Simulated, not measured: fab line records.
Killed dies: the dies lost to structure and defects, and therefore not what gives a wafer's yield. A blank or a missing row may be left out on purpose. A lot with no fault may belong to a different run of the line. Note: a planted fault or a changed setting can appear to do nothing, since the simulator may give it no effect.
fab line records / flow sky130
[record] lots = 6 wafers = 18 last-day = 49
route steps=708 shown SONOS_ONO@186 GATE_OXIDE@187
lots that met no fault: from a run of the same line without faults
start-h: hours from the record's first day to the start of the lot's first wafer shown / wait-h: time in hours since the lot's previous step / " repeats the value in the row above / L1.1+2: one row covering several wafers at once / - no value, or no start was given / * or withheld: withheld / < > ~ a bound
route shown NAME@n: NAME is a module with steps in the file, n the number in the route of the first one / usual: mean/standard deviation of fault-free wafers / same: alike in all rows / chamber/n: place in a boat / sites: readings site by site / _std_site: their standard deviation / _edge_site: mean of outer sites minus mean of inner sites / radius-mm: how far each site lies from the wafer's centre / mask NAME#n: copy n / behind: the last tool/chamber to shape the wafer / hold: the reason the lot was held/the length of the hold in hours/how it ended / device: which transistor (n, p or np) failed to switch / end of line: the same wafers' tests at the end of the route / for a step that has no rows: nothing shown but its recipe / killed: dies lost to structure and defects at the first sort, not the wafer's yield / map: the dies of a wafer, with x for killed, . for not killed, _ for no die there
set.NAME: the setting the step ran with; set.NAME@STEP: the setting that earlier step ran with / model.NAME: the simulator's own value behind a step, which no gauge read
lots at selected steps of the route; one table per step, one row per wafer
services: the hour from which a tool's chamber was out of use, counted from the record's first day as start-h (under 0 if before that day), plus the number of hours and why
[[steps]]
[step SKY_SONOS_ONO_WET_ETCH_18]
[recipe] chemistry = H3PO4 target-depth-nm = 15 target = Si3N4 temp-c = 160 time-s = 172
[step SKY_GATE_OXIDE_CLEAN_00]
[recipe] chemistry = SC1/SC2 mix = 1:4:20 temp-c = 70 time-s = 150 dry = n2-spin
[step SKY_GATE_OXIDE_OXIDATION_01]
[recipe] temp-c = 900 ambient = O2 stabilise-s = 600 purge-s = 300 target-thk-a = 102.68 ox-time-s = 1473
[step SKY_GATE_OXIDE_THK_MEAS_02]
[recipe] reads = SiO2_of_GATE_OXIDE_OXIDATION_01
[usual] GATE_OXIDE_OXIDATION_00_THK = 10.24/0.2
lot.wafer=L406.1 tool=film-metro-03 chamber=- start-h=280.44 wait-h=0.0 GATE_OXIDE_OXIDATION_00_THK[nm]=10.71
lot.wafer=L406.2 tool=film-metro-03 chamber=- start-h=280.44 wait-h=0.0 GATE_OXIDE_OXIDATION_00_THK[nm]=10.56
lot.wafer=L406.6 tool=film-metro-03 chamber=- start-h=280.44 wait-h=0.0 GATE_OXIDE_OXIDATION_00_THK[nm]=10.53
lot.wafer=L413.1 tool=film-metro-04 chamber=- start-h=345.91 wait-h=0.0 GATE_OXIDE_OXIDATION_00_THK[nm]=10.23
lot.wafer=L413.2 tool=film-metro-04 chamber=- start-h=345.91 wait-h=0.0 GATE_OXIDE_OXIDATION_00_THK[nm]=10.54
lot.wafer=L413.5 tool=film-metro-04 chamber=- start-h=345.91 wait-h=0.0 GATE_OXIDE_OXIDATION_00_THK[nm]=10.41
lot.wafer=L414.1 tool=film-metro-04 chamber=- start-h=378.04 wait-h=0.0 GATE_OXIDE_OXIDATION_00_THK[nm]=10.01
lot.wafer=L414.3 tool=film-metro-04 chamber=- start-h=378.04 wait-h=0.0 GATE_OXIDE_OXIDATION_00_THK[nm]=10.16
lot.wafer=L414.5 tool=film-metro-04 chamber=- start-h=378.04 wait-h=0.0 GATE_OXIDE_OXIDATION_00_THK[nm]=10.12
lot.wafer=L419.1 tool=film-metro-02 chamber=- start-h=398.02 wait-h=0.0 GATE_OXIDE_OXIDATION_00_THK[nm]=10.17
lot.wafer=L419.4 tool=film-metro-02 chamber=- start-h=398.02 wait-h=0.0 GATE_OXIDE_OXIDATION_00_THK[nm]=10.01
lot.wafer=L419.6 tool=film-metro-02 chamber=- start-h=398.02 wait-h=0.0 GATE_OXIDE_OXIDATION_00_THK[nm]=10.15
lot.wafer=L422.2 tool=film-metro-04 chamber=- start-h=429.15 wait-h=0.0 GATE_OXIDE_OXIDATION_00_THK[nm]=10.11
lot.wafer=L422.3 tool=film-metro-04 chamber=- start-h=429.15 wait-h=0.0 GATE_OXIDE_OXIDATION_00_THK[nm]=10.41
lot.wafer=L422.5 tool=film-metro-04 chamber=- start-h=429.15 wait-h=0.0 GATE_OXIDE_OXIDATION_00_THK[nm]=10.28
lot.wafer=L425.4 tool=film-metro-04 chamber=- start-h=451.56 wait-h=0.0 GATE_OXIDE_OXIDATION_00_THK[nm]=9.91
lot.wafer=L425.5 tool=film-metro-04 chamber=- start-h=451.56 wait-h=0.0 GATE_OXIDE_OXIDATION_00_THK[nm]=9.97
lot.wafer=L425.6 tool=film-metro-04 chamber=- start-h=451.56 wait-h=0.0 GATE_OXIDE_OXIDATION_00_THK[nm]=10.05
[step SKY_GATE_OXIDE_DEHYDRATE_03]
[recipe] temp-c = 200 time-s = 60
[step SKY_GATE_OXIDE_HMDS_04]
[recipe] prime-time-s = 60 prime-temp-c = 120
[step SKY_GATE_OXIDE_COAT_05]
[recipe] resist = NOVOLAK spin-rpm = 3000 resist-thk-nm = 1140
[step SKY_GATE_OXIDE_SOFTBAKE_06]
[recipe] temp-c = 90 time-s = 60 resist = NOVOLAK
[step SKY_GATE_OXIDE_EXPOSE_07]
[recipe] mask-id = LVOM na = 0.6 source-shape = conventional sigma-outer = 0.6 polarization = unpolarized target-cd-nm = 600 dose-mj = 170
[step SKY_GATE_OXIDE_PEB_08]
[recipe] temp-c = withheld time-s = * resist = NOVOLAK
[step SKY_GATE_OXIDE_DEVELOP_09]
[recipe] resist = NOVOLAK developer = TMAH develop-time-s = 60 dev-temp-c = 23
[step SKY_GATE_OXIDE_OVL_MEAS_10]
[usual] GATE_OXIDE_OVL = 0.2/1.3
lot.wafer=L406.1 tool=overlay-02 chamber=- start-h=305.23 wait-h=0.1 GATE_OXIDE_OVL[nm]=1.4
lot.wafer=L406.2 tool=overlay-02 chamber=- start-h=305.23 wait-h=0.1 GATE_OXIDE_OVL[nm]=-1.5
lot.wafer=L406.6 tool=overlay-02 chamber=- start-h=305.23 wait-h=0.1 GATE_OXIDE_OVL[nm]=-1.0
lot.wafer=L413.1 tool=overlay-02 chamber=- start-h=372.87 wait-h=0.1 GATE_OXIDE_OVL[nm]=-1.3
lot.wafer=L413.2 tool=overlay-02 chamber=- start-h=372.87 wait-h=0.1 GATE_OXIDE_OVL[nm]=-1.3
lot.wafer=L413.5 tool=overlay-02 chamber=- start-h=372.87 wait-h=0.1 GATE_OXIDE_OVL[nm]=-0.6
lot.wafer=L414.1 tool=overlay-01 chamber=- start-h=407.42 wait-h=0.1 GATE_OXIDE_OVL[nm]=0.2
lot.wafer=L414.3 tool=overlay-01 chamber=- start-h=407.42 wait-h=0.1 GATE_OXIDE_OVL[nm]=0.3
lot.wafer=L414.5 tool=overlay-01 chamber=- start-h=407.42 wait-h=0.1 GATE_OXIDE_OVL[nm]=1.0
lot.wafer=L419.1 tool=overlay-01 chamber=- start-h=427.22 wait-h=0.1 GATE_OXIDE_OVL[nm]=-0.8
lot.wafer=L419.4 tool=overlay-01 chamber=- start-h=427.22 wait-h=0.1 GATE_OXIDE_OVL[nm]=-0.7
lot.wafer=L419.6 tool=overlay-01 chamber=- start-h=427.22 wait-h=0.1 GATE_OXIDE_OVL[nm]=0.9
lot.wafer=L422.2 tool=overlay-01 chamber=- start-h=459.11 wait-h=0.1 GATE_OXIDE_OVL[nm]=1.5
lot.wafer=L422.3 tool=overlay-01 chamber=- start-h=459.11 wait-h=0.1 GATE_OXIDE_OVL[nm]=0.8
lot.wafer=L422.5 tool=overlay-01 chamber=- start-h=459.11 wait-h=0.1 GATE_OXIDE_OVL[nm]=1.1
lot.wafer=L425.4 tool=overlay-01 chamber=- start-h=481.62 wait-h=0.1 GATE_OXIDE_OVL[nm]=-0.7
lot.wafer=L425.5 tool=overlay-01 chamber=- start-h=481.62 wait-h=0.1 GATE_OXIDE_OVL[nm]=-1.3
lot.wafer=L425.6 tool=overlay-01 chamber=- start-h=481.62 wait-h=0.1 GATE_OXIDE_OVL[nm]=-0.1
[step SKY_GATE_OXIDE_IMPLANT_11]
[recipe] species = B energy-kev = 10 dose-cm2 = 2.6e+12 tilt-deg = withheld
[usual] beam-energy-keV = 9.9997/0.003 beam-on-s = 9.98/0.18
lot.wafer=L406.1 tool=implanter-02 chamber=0 start-h=305.27 wait-h=0.0 beam-energy-keV=9.9963 beam-on-s=10.17
lot.wafer=L406.2 tool=implanter-02 chamber=0 start-h=305.27 wait-h=0.0 beam-energy-keV=9.9934 beam-on-s=9.64
lot.wafer=L406.6 tool=implanter-02 chamber=0 start-h=305.27 wait-h=0.0 beam-energy-keV=9.9962 beam-on-s=10.09
lot.wafer=L413.1 tool=implanter-01 chamber=- start-h=372.91 wait-h=0.0 beam-energy-keV=- beam-on-s=-
lot.wafer=L413.2 tool=implanter-01 chamber=- start-h=372.91 wait-h=0.0 beam-energy-keV=- beam-on-s=-
lot.wafer=L413.5 tool=implanter-01 chamber=- start-h=372.91 wait-h=0.0 beam-energy-keV=- beam-on-s=-
lot.wafer=L414.1 tool=implanter-03 chamber=- start-h=407.46 wait-h=0.0 beam-energy-keV=- beam-on-s=-
lot.wafer=L414.3 tool=implanter-03 chamber=- start-h=407.46 wait-h=0.0 beam-energy-keV=- beam-on-s=-
lot.wafer=L414.5 tool=implanter-03 chamber=- start-h=407.46 wait-h=0.0 beam-energy-keV=- beam-on-s=-
lot.wafer=L419.1 tool=implanter-02 chamber=0 start-h=427.26 wait-h=0.0 beam-energy-keV=9.9992 beam-on-s=9.84
lot.wafer=L419.4 tool=implanter-02 chamber=0 start-h=427.26 wait-h=0.0 beam-energy-keV=9.9996 beam-on-s=9.91
lot.wafer=L419.6 tool=implanter-02 chamber=0 start-h=427.26 wait-h=0.0 beam-energy-keV=9.9999 beam-on-s=10.36
lot.wafer=L422.2 tool=implanter-02 chamber=0 start-h=459.16 wait-h=0.0 beam-energy-keV=9.9982 beam-on-s=9.90
lot.wafer=L422.3 tool=implanter-02 chamber=0 start-h=459.16 wait-h=0.0 beam-energy-keV=9.9978 beam-on-s=9.82
lot.wafer=L422.5 tool=implanter-02 chamber=0 start-h=459.16 wait-h=0.0 beam-energy-keV=9.9966 beam-on-s=10.00
lot.wafer=L425.4 tool=implanter-01 chamber=0 start-h=481.71 wait-h=0.1 beam-energy-keV=10.005 beam-on-s=10.09
lot.wafer=L425.5 tool=implanter-01 chamber=0 start-h=481.71 wait-h=0.1 beam-energy-keV=10.004 beam-on-s=10.07
lot.wafer=L425.6 tool=implanter-01 chamber=0 start-h=481.71 wait-h=0.1 beam-energy-keV=10.003 beam-on-s=9.74
[step SKY_GATE_OXIDE_WET_ETCH_12]
[recipe] chemistry = dHF target-depth-nm = 16.8 dry = n2-spin target = SiO2 dilution = 100:1 temp-c = 25 time-s = 336
[step SKY_GATE_OXIDE_STRIP_13]
[recipe] chemistry = O2/N2 power-w = 1400 pressure-mtorr = 1500 platen-temp-c = withheld o2-flow-sccm = 3000 n2-flow-sccm = 300 overash-fraction = 0.5
[usual] drypump-motor-current-A = 5.7/0.35 oes-product-au = 0.715/0.0047 strip-time-to-endpoint-s = 14.18/0.048
lot.wafer=L406.1 tool=plasma-asher-02 chamber=1 start-h=305.52 wait-h=0.0 drypump-motor-current-A=6.0 oes-product-au=0.717 rf-hours-counter-h=62 strip-time-to-endpoint-s=14.13
lot.wafer=L406.2 tool=plasma-asher-02 chamber=0 start-h=305.52 wait-h=0.0 drypump-motor-current-A=5.2 oes-product-au=0.712 rf-hours-counter-h=62 strip-time-to-endpoint-s=14.14
lot.wafer=L406.6 tool=plasma-asher-02 chamber=1 start-h=305.52 wait-h=0.0 drypump-motor-current-A=6.1 oes-product-au=0.712 rf-hours-counter-h=- strip-time-to-endpoint-s=14.14
lot.wafer=L413.1 tool=plasma-asher-01 chamber=0 start-h=373.17 wait-h=0.0 drypump-motor-current-A=5.9 oes-product-au=0.708 rf-hours-counter-h=55 strip-time-to-endpoint-s=14.13
lot.wafer=L413.2 tool=plasma-asher-01 chamber=1 start-h=373.17 wait-h=0.0 drypump-motor-current-A=5.7 oes-product-au=0.720 rf-hours-counter-h=55 strip-time-to-endpoint-s=14.17
lot.wafer=L413.5 tool=plasma-asher-01 chamber=1 start-h=373.17 wait-h=0.0 drypump-motor-current-A=5.7 oes-product-au=0.711 rf-hours-counter-h=- strip-time-to-endpoint-s=14.14
lot.wafer=L414.1 tool=plasma-asher-04 chamber=1 start-h=407.71 wait-h=0.0 drypump-motor-current-A=5.4 oes-product-au=0.720 rf-hours-counter-h=71 strip-time-to-endpoint-s=14.15
lot.wafer=L414.3 tool=plasma-asher-04 chamber=1 start-h=407.71 wait-h=0.0 drypump-motor-current-A=5.4 oes-product-au=0.724 rf-hours-counter-h=- strip-time-to-endpoint-s=14.15
lot.wafer=L414.5 tool=plasma-asher-04 chamber=0 start-h=407.71 wait-h=0.0 drypump-motor-current-A=6.1 oes-product-au=0.714 rf-hours-counter-h=- strip-time-to-endpoint-s=14.24
lot.wafer=L419.1 tool=plasma-asher-01 chamber=1 start-h=427.51 wait-h=0.0 drypump-motor-current-A=5.7 oes-product-au=0.722 rf-hours-counter-h=60 strip-time-to-endpoint-s=14.20
lot.wafer=L419.4 tool=plasma-asher-01 chamber=0 start-h=427.51 wait-h=0.0 drypump-motor-current-A=5.9 oes-product-au=0.706 rf-hours-counter-h=- strip-time-to-endpoint-s=14.23
lot.wafer=L419.6 tool=plasma-asher-01 chamber=0 start-h=427.51 wait-h=0.0 drypump-motor-current-A=6.0 oes-product-au=0.720 rf-hours-counter-h=- strip-time-to-endpoint-s=14.21
lot.wafer=L422.2 tool=plasma-asher-04 chamber=0 start-h=459.39 wait-h=0.0 drypump-motor-current-A=6.1 oes-product-au=0.721 rf-hours-counter-h=76 strip-time-to-endpoint-s=14.17
lot.wafer=L422.3 tool=plasma-asher-04 chamber=1 start-h=459.39 wait-h=0.0 drypump-motor-current-A=5.4 oes-product-au=0.717 rf-hours-counter-h=- strip-time-to-endpoint-s=14.23
lot.wafer=L422.5 tool=plasma-asher-04 chamber=1 start-h=459.39 wait-h=0.0 drypump-motor-current-A=5.4 oes-product-au=0.710 rf-hours-counter-h=- strip-time-to-endpoint-s=14.17
lot.wafer=L425.4 tool=plasma-asher-02 chamber=0 start-h=481.92 wait-h=0.0 drypump-motor-current-A=5.2 oes-product-au=0.720 rf-hours-counter-h=- strip-time-to-endpoint-s=14.22
lot.wafer=L425.5 tool=plasma-asher-02 chamber=1 start-h=481.92 wait-h=0.0 drypump-motor-current-A=6.0 oes-product-au=0.717 rf-hours-counter-h=- strip-time-to-endpoint-s=14.20
lot.wafer=L425.6 tool=plasma-asher-02 chamber=0 start-h=481.92 wait-h=0.0 drypump-motor-current-A=5.1 oes-product-au=0.717 rf-hours-counter-h=- strip-time-to-endpoint-s=14.26
[step SKY_GATE_OXIDE_TW_MEAS_14]
[usual] GATE_OXIDE_TW = 223.6/2.2
lot.wafer=L406.1 tool=film-metro-03 chamber=- start-h=305.62 wait-h=0.1 GATE_OXIDE_TW=223.6
lot.wafer=L406.2 tool=film-metro-03 chamber=- start-h=305.62 wait-h=0.1 GATE_OXIDE_TW=222.6
lot.wafer=L406.6 tool=film-metro-03 chamber=- start-h=305.62 wait-h=0.1 GATE_OXIDE_TW=223.2
lot.wafer=L413.1 tool=film-metro-03 chamber=- start-h=373.27 wait-h=0.1 GATE_OXIDE_TW=30.0
lot.wafer=L413.2 tool=film-metro-03 chamber=- start-h=373.27 wait-h=0.1 GATE_OXIDE_TW=29.9
lot.wafer=L413.5 tool=film-metro-03 chamber=- start-h=373.27 wait-h=0.1 GATE_OXIDE_TW=29.8
lot.wafer=L414.1 tool=film-metro-02 chamber=- start-h=407.81 wait-h=0.1 GATE_OXIDE_TW=29.7
lot.wafer=L414.3 tool=film-metro-02 chamber=- start-h=407.81 wait-h=0.1 GATE_OXIDE_TW=29.7
lot.wafer=L414.5 tool=film-metro-02 chamber=- start-h=407.81 wait-h=0.1 GATE_OXIDE_TW=29.7
lot.wafer=L419.1 tool=film-metro-02 chamber=- start-h=427.61 wait-h=0.1 GATE_OXIDE_TW=221.3
lot.wafer=L419.4 tool=film-metro-02 chamber=- start-h=427.61 wait-h=0.1 GATE_OXIDE_TW=220.9
lot.wafer=L419.6 tool=film-metro-02 chamber=- start-h=427.61 wait-h=0.1 GATE_OXIDE_TW=220.7
lot.wafer=L422.2 tool=film-metro-02 chamber=- start-h=459.50 wait-h=0.1 GATE_OXIDE_TW=221.0
lot.wafer=L422.3 tool=film-metro-02 chamber=- start-h=459.50 wait-h=0.1 GATE_OXIDE_TW=219.1
lot.wafer=L422.5 tool=film-metro-02 chamber=- start-h=459.50 wait-h=0.1 GATE_OXIDE_TW=220.6
lot.wafer=L425.4 tool=film-metro-03 chamber=- start-h=482.02 wait-h=0.1 GATE_OXIDE_TW=222.1
lot.wafer=L425.5 tool=film-metro-03 chamber=- start-h=482.02 wait-h=0.1 GATE_OXIDE_TW=223.5
lot.wafer=L425.6 tool=film-metro-03 chamber=- start-h=482.02 wait-h=0.1 GATE_OXIDE_TW=222.5
[step SKY_GATE_OXIDE_CLEAN_15]
[recipe] chemistry = SC1/SC2 mix = 1:4:20 temp-c = 70 time-s = 150 dry = n2-spin
[[services]]
tool=plasma-asher-01 chamber=- start-h=316.71 hours=1.6 kind=repair
tool=implanter-02 chamber=- start-h=318.01 hours=6.5 kind=pm
tool=implanter-01 chamber=- start-h=326.56 hours=6.9 kind=pm
tool=implanter-01 chamber=- start-h=337.08 hours=3.9 kind=repair
tool=implanter-03 chamber=- start-h=351.24 hours=5.2 kind=pm
tool=implanter-01 chamber=- start-h=364.40 hours=2.9 kind=pm
tool=implanter-02 chamber=- start-h=372.23 hours=31.4 kind=pm
tool=plasma-asher-02 chamber=- start-h=398.63 hours=1.1 kind=repair
tool=plasma-asher-01 chamber=- start-h=417.94 hours=3.0 kind=repair
tool=plasma-asher-02 chamber=- start-h=421.25 hours=9.0 kind=pm
tool=plasma-asher-02 chamber=0 start-h=421.25 hours=9.0 kind=vent-cycle
tool=plasma-asher-02 chamber=1 start-h=421.25 hours=9.0 kind=vent-cycle
tool=implanter-03 chamber=- start-h=427.16 hours=1.8 kind=repair
tool=plasma-asher-02 chamber=0 start-h=430.25 hours=- kind=clean
tool=plasma-asher-02 chamber=1 start-h=430.25 hours=- kind=clean
tool=plasma-asher-04 chamber=- start-h=431.31 hours=3.4 kind=repair
tool=implanter-01 chamber=- start-h=431.83 hours=2.7 kind=repair
[[key]]
[first-sign] step = SKY_GATE_OXIDE_IMPLANT_11 reading = tool-record direction = missing
[effect] step = SKY_GATE_OXIDE_TW_MEAS_14 reading = GATE_OXIDE_TW direction = down sigmas = 87 usual = 223.6 struck = 29.8
met-at SKY_GATE_OXIDE_IMPLANT_11
struck-wafers L413.1,L413.2,L413.5,L414.1,L414.3,L414.5
later-rows-left-out L413.1,L413.2,L413.5,L414.1,L414.3,L414.5
sort-left-out L413.1,L413.2,L413.5,L414.1,L414.3,L414.5
tester-left-out L413,L414
[fault] kind = skipped-step-whole tool = implanter-01,implanter-03 chamber = - onset-h = 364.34 steps = SKY_GATE_OXIDE_IMPLANT_11 scope = struck-lots-only
// tester-left-out: of these lots the tester's yield and bins aren't shown, on N5 and GAA mostly nor the transistor test; their killed dies are dies lost to structure and defects alone, not to doping, threshold or leakage, so they don't give the yield
// sort-left-out: the simulated sort isn't trusted on such a fault, so these wafers' sort isn't shown, and their yield isn't known
// later-rows-left-out: the simulator's readings of these wafers behind a module that went badly wrong aren't trusted and aren't shown, but for the sort
